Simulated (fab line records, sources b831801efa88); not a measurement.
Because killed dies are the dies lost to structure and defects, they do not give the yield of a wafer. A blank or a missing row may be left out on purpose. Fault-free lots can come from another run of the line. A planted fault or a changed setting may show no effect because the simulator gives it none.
Which tool was responsible? :: flow sky130 :: Sampling: 11 lots, 32 wafers, 6 of 708 route steps

WHAT THE GAUGES READ, wafer by wafer
SKY_CONTACT_THK_MEAS_03.
lot: L944
measured: day 31 20:34
on: film-metro-02
CONTACT_HDPCVD_THK (nm): 560 540 565

lot: L947
measured: day 32 16:02
on: film-metro-03
CONTACT_HDPCVD_THK (nm): 569 565

lot: L949
measured: day 33 11:17
on: film-metro-01
CONTACT_HDPCVD_THK (nm): 574 574 557

lot: L957
measured: day 35 18:41
on: film-metro-02
CONTACT_HDPCVD_THK (nm): 565 550 559

lot: L958
measured: day 36 04:29
on: film-metro-03
CONTACT_HDPCVD_THK (nm): 573 570 568

lot: L959
measured: day 36 07:47
on: film-metro-03
CONTACT_HDPCVD_THK (nm): 559 563 551

lot: L960
measured: day 36 17:53
on: film-metro-01
CONTACT_HDPCVD_THK (nm): 574 577 585

lot: L961
measured: day 37 01:24
on: film-metro-01
CONTACT_HDPCVD_THK (nm): 581 568 578

lot: L962
measured: day 37 11:11
on: film-metro-02
CONTACT_HDPCVD_THK (nm): 564 566 561

lot: L963
measured: day 37 11:51
on: film-metro-03
CONTACT_HDPCVD_THK (nm): 570 574 570

lot: L964
measured: day 37 19:08
on: film-metro-01
CONTACT_HDPCVD_THK (nm): 555 556 577

SKY_CONTACT_OVL_MEAS_15.
lot: L944
measured: day 33 00:37
on: overlay-02
CONTACT_OVL (nm): -3 -3 -1

lot: L947
measured: day 33 19:34
on: overlay-02
CONTACT_OVL (nm): 8 -1

lot: L949
measured: day 34 14:31
on: overlay-02
CONTACT_OVL (nm): 2 11 2

lot: L957
measured: day 36 20:22
on: overlay-02
CONTACT_OVL (nm): -3 1 -7

lot: L958
measured: day 37 06:58
on: overlay-01
CONTACT_OVL (nm): 1 -1 1

lot: L959
measured: day 37 10:35
on: overlay-01
CONTACT_OVL (nm): 2 5 5

lot: L960
measured: day 37 20:48
on: overlay-01
CONTACT_OVL (nm): -4 0 -7

lot: L961
measured: day 38 03:31
on: overlay-02
CONTACT_OVL (nm): -13 -12 -3

lot: L962
measured: day 38 13:16
on: overlay-02
CONTACT_OVL (nm): 10 5 9

lot: L963
measured: day 38 14:17
on: overlay-01
CONTACT_OVL (nm): 3 5 5

lot: L964
measured: day 38 21:34
on: overlay-01
CONTACT_OVL (nm): 0 -5 -1

SKY_CONTACT_RS_MEAS_25: the measuring method here is four-point-probe.
lot: L944
measured: day 33 01:32
on: film-metro-03
CONTACT_W_RS (ohm/sq): 0.336 0.333 0.333

lot: L947
measured: day 33 20:30
on: film-metro-01
CONTACT_W_RS (ohm/sq): 0.772 0.804

lot: L949
measured: day 34 15:29
on: film-metro-03
CONTACT_W_RS (ohm/sq): 0.334 0.778 0.331

lot: L957
measured: day 36 21:19
on: film-metro-01
CONTACT_W_RS (ohm/sq): 0.339 0.342 0.342

lot: L958
measured: day 37 07:53
on: film-metro-01
CONTACT_W_RS (ohm/sq): 0.333 0.331 0.334

lot: L959
measured: day 37 11:32
on: film-metro-02
CONTACT_W_RS (ohm/sq): 0.342 0.342 0.343

lot: L960
measured: day 37 21:46
on: film-metro-02
CONTACT_W_RS (ohm/sq): 0.334 0.331 0.335

lot: L961
measured: day 38 04:55
on: film-metro-02
CONTACT_W_RS (ohm/sq): 0.346 0.341 0.346

lot: L962
measured: day 38 14:14
on: film-metro-01
CONTACT_W_RS (ohm/sq): 0.348 0.343 0.342

lot: L963
measured: day 38 15:13
on: film-metro-01
CONTACT_W_RS (ohm/sq): 0.335 0.330 0.334

lot: L964
measured: day 38 22:31
on: film-metro-01
CONTACT_W_RS (ohm/sq): 0.334 0.329 0.339

SKY_CONTACT_THK_MEAS_26: measures by xrf.
lot: L944
measured: day 33 01:40
on: film-metro-03
CONTACT_W_THK (nm): 339 340 339

lot: L947
measured: day 33 20:37
on: film-metro-01
CONTACT_W_THK (nm): 151 146

lot: L949
measured: day 34 15:35
on: film-metro-03
CONTACT_W_THK (nm): 340 149 344

lot: L957
measured: day 36 21:26
on: film-metro-01
CONTACT_W_THK (nm): 339 339 338

lot: L958
measured: day 37 08:01
on: film-metro-01
CONTACT_W_THK (nm): 347 347 344

lot: L959
measured: day 37 11:38
on: film-metro-02
CONTACT_W_THK (nm): 330 328 328

lot: L960
measured: day 37 21:52
on: film-metro-02
CONTACT_W_THK (nm): 335 340 337

lot: L961
measured: day 38 05:02
on: film-metro-02
CONTACT_W_THK (nm): 324 329 325

lot: L962
measured: day 38 14:20
on: film-metro-01
CONTACT_W_THK (nm): 330 336 335

lot: L963
measured: day 38 15:20
on: film-metro-01
CONTACT_W_THK (nm): 343 348 342

lot: L964
measured: day 38 22:38
on: film-metro-01
CONTACT_W_THK (nm): 345 347 337

EACH LOT AND THE TOOL THAT RAN IT (in order: tool; ch and the chambers of the sampled wafers; start)
lot: L944
SKY_LOCAL_INTERCONNECT_ETCH_13: rie-metal-03 ch 0,1, day 31 19:42
SKY_CONTACT_CVD_24: cvd-w-02 ch 0,1, day 33 01:26

lot: L947
SKY_LOCAL_INTERCONNECT_ETCH_13: rie-metal-02 ch 0,1, day 32 15:10
SKY_CONTACT_CVD_24: cvd-w-02 ch 1, day 33 20:23

lot: L949
SKY_LOCAL_INTERCONNECT_ETCH_13: rie-metal-03 ch 0,1, day 33 10:22
SKY_CONTACT_CVD_24: cvd-w-02 ch 0,1, day 34 15:23

lot: L957
SKY_LOCAL_INTERCONNECT_ETCH_13: rie-metal-03 ch 0,1, day 35 17:48
SKY_CONTACT_CVD_24: cvd-w-01 ch 0,1, day 36 21:11

lot: L958
SKY_LOCAL_INTERCONNECT_ETCH_13: rie-metal-03 ch 0,1, day 36 03:36
SKY_CONTACT_CVD_24: cvd-w-02 ch 0,1, day 37 07:47

lot: L959
SKY_LOCAL_INTERCONNECT_ETCH_13: rie-metal-01 ch 0,1, day 36 06:54
SKY_CONTACT_CVD_24: cvd-w-01 ch 0, day 37 11:24

lot: L960
SKY_LOCAL_INTERCONNECT_ETCH_13: rie-metal-03 ch 0,1, day 36 16:58
SKY_CONTACT_CVD_24: cvd-w-02 ch 0,1, day 37 21:38

lot: L961
SKY_LOCAL_INTERCONNECT_ETCH_13: rie-metal-01 ch 0,1, day 37 00:31
SKY_CONTACT_CVD_24: cvd-w-01 ch 0,1, day 38 04:49

lot: L962
SKY_LOCAL_INTERCONNECT_ETCH_13: rie-metal-02 ch 0,1, day 37 10:16
SKY_CONTACT_CVD_24: cvd-w-01 ch 0,1, day 38 14:06

lot: L963
SKY_LOCAL_INTERCONNECT_ETCH_13: rie-metal-03 ch 0,1, day 37 10:58
SKY_CONTACT_CVD_24: cvd-w-02 ch 0,1, day 38 15:06

lot: L964
SKY_LOCAL_INTERCONNECT_ETCH_13: rie-metal-02 ch 0,1, day 37 18:15
SKY_CONTACT_CVD_24: cvd-w-02 ch 0,1, day 38 22:25
- SKY_LOCAL_INTERCONNECT_ETCH_13: etches BARC in N2/H2, stops on SiO2, time 45.9 s, target depth 60 nm.
- SKY_CONTACT_CVD_24: deposits W, target thk 340 nm, time 102.12 s.

AS READ BY THE TOOLS THEMSELVES (means over the sampled wafers that have a number; for cases with no such wafer, the mark the record gives instead)
SKY_LOCAL_INTERCONNECT_ETCH_13.
lot: L944
tool: rie-metal-03
drypump-motor-current-A (A): 6.0
he-backside-leak-sccm (sccm): 3.4
oes-product-au (a.u.): 0.852
throttle-valve-pct (%): 13.226

lot: L947
tool: rie-metal-02
drypump-motor-current-A (A): 5.5
he-backside-leak-sccm (sccm): 3.2
oes-product-au (a.u.): 0.854
throttle-valve-pct (%): 13.216

lot: L949
tool: rie-metal-03
drypump-motor-current-A (A): 5.9
he-backside-leak-sccm (sccm): 3.4
oes-product-au (a.u.): 0.854
throttle-valve-pct (%): 13.218

lot: L957
tool: rie-metal-03
drypump-motor-current-A (A): 5.9
he-backside-leak-sccm (sccm): 3.4
oes-product-au (a.u.): 0.858
throttle-valve-pct (%): 13.218

lot: L958
tool: rie-metal-03
drypump-motor-current-A (A): 6.0
he-backside-leak-sccm (sccm): 3.4
oes-product-au (a.u.): 0.854
throttle-valve-pct (%): 13.229

lot: L959
tool: rie-metal-01
drypump-motor-current-A (A): 5.9
he-backside-leak-sccm (sccm): 3.3
oes-product-au (a.u.): 0.854
throttle-valve-pct (%): 13.227

lot: L960
tool: rie-metal-03
drypump-motor-current-A (A): 6.2
he-backside-leak-sccm (sccm): 3.3
oes-product-au (a.u.): 0.848
throttle-valve-pct (%): 13.221

lot: L961
tool: rie-metal-01
drypump-motor-current-A (A): 6.3
he-backside-leak-sccm (sccm): 3.3
oes-product-au (a.u.): 0.853
throttle-valve-pct (%): 13.227

lot: L962
tool: rie-metal-02
drypump-motor-current-A (A): 5.5
he-backside-leak-sccm (sccm): 3.2
oes-product-au (a.u.): 0.850
throttle-valve-pct (%): 13.211

lot: L963
tool: rie-metal-03
drypump-motor-current-A (A): 5.9
he-backside-leak-sccm (sccm): 3.5
oes-product-au (a.u.): 0.853
throttle-valve-pct (%): 13.215

lot: L964
tool: rie-metal-02
drypump-motor-current-A (A): 5.6
he-backside-leak-sccm (sccm): 4.2
oes-product-au (a.u.): 0.856
throttle-valve-pct (%): 13.222

SKY_CONTACT_CVD_24.
lot: L944
tool: cvd-w-02
heater-power-w (W): 872
susceptor-temp-C (C): 399.86

lot: L947
tool: cvd-w-02
heater-power-w (W): 856
susceptor-temp-C (C): 400.35

lot: L949
tool: cvd-w-02
heater-power-w (W): 866
susceptor-temp-C (C): 400.14

lot: L957
tool: cvd-w-01
heater-power-w (W): 892
susceptor-temp-C (C): 400.41

lot: L958
tool: cvd-w-02
heater-power-w (W): 863
susceptor-temp-C (C): 400.04

lot: L959
tool: cvd-w-01
heater-power-w (W): 792
susceptor-temp-C (C): 400.30

lot: L960
tool: cvd-w-02
heater-power-w (W): 859
susceptor-temp-C (C): 400.05

lot: L961
tool: cvd-w-01
heater-power-w (W): 905
susceptor-temp-C (C): 399.87

lot: L962
tool: cvd-w-01
heater-power-w (W): 913
susceptor-temp-C (C): 400.06

lot: L963
tool: cvd-w-02
heater-power-w (W): 866
susceptor-temp-C (C): 399.73

lot: L964
tool: cvd-w-02
heater-power-w (W): 882
susceptor-temp-C (C): 400.03

THE ANSWER, worked out from the rows above alone
Rule: what is usual is taken from the lots themselves. The widest of any qualifying gaps counts: lots, ordered by their means at a reading, are off when they make up no more than a third of the lots, leave a main group of 4 or more, and stand apart from it by 3 or more times the standard deviation of that group's means. Not used: any main group whose means are identical at the precision the tables above print for the reading. A lot without any number at a reading at which 4 lots or more have one is off too. All remaining lots with rows at the step are treated as sound. Order of review: gauges by route order, followed by the tools' own readings, for which a lot's mean as printed above is used. At the first step where some lot is off, the reading lying furthest off is the one used; lots without a number count as furthest.
Off: L947, L949, seen at SKY_CONTACT_RS_MEAS_25 (CONTACT_W_RS). Main group: mean 0.338 ohm/sq, sd 0.0049.
A tool fits if, at a process step before that reading, it ran every lot that is off, and no sound lot after the first of them. The gauges at SKY_CONTACT_RS_MEAS_25 are tried like those tools. Of those tried, none fits.

WHAT HAD BEEN PUT IN BY THE SIMULATOR
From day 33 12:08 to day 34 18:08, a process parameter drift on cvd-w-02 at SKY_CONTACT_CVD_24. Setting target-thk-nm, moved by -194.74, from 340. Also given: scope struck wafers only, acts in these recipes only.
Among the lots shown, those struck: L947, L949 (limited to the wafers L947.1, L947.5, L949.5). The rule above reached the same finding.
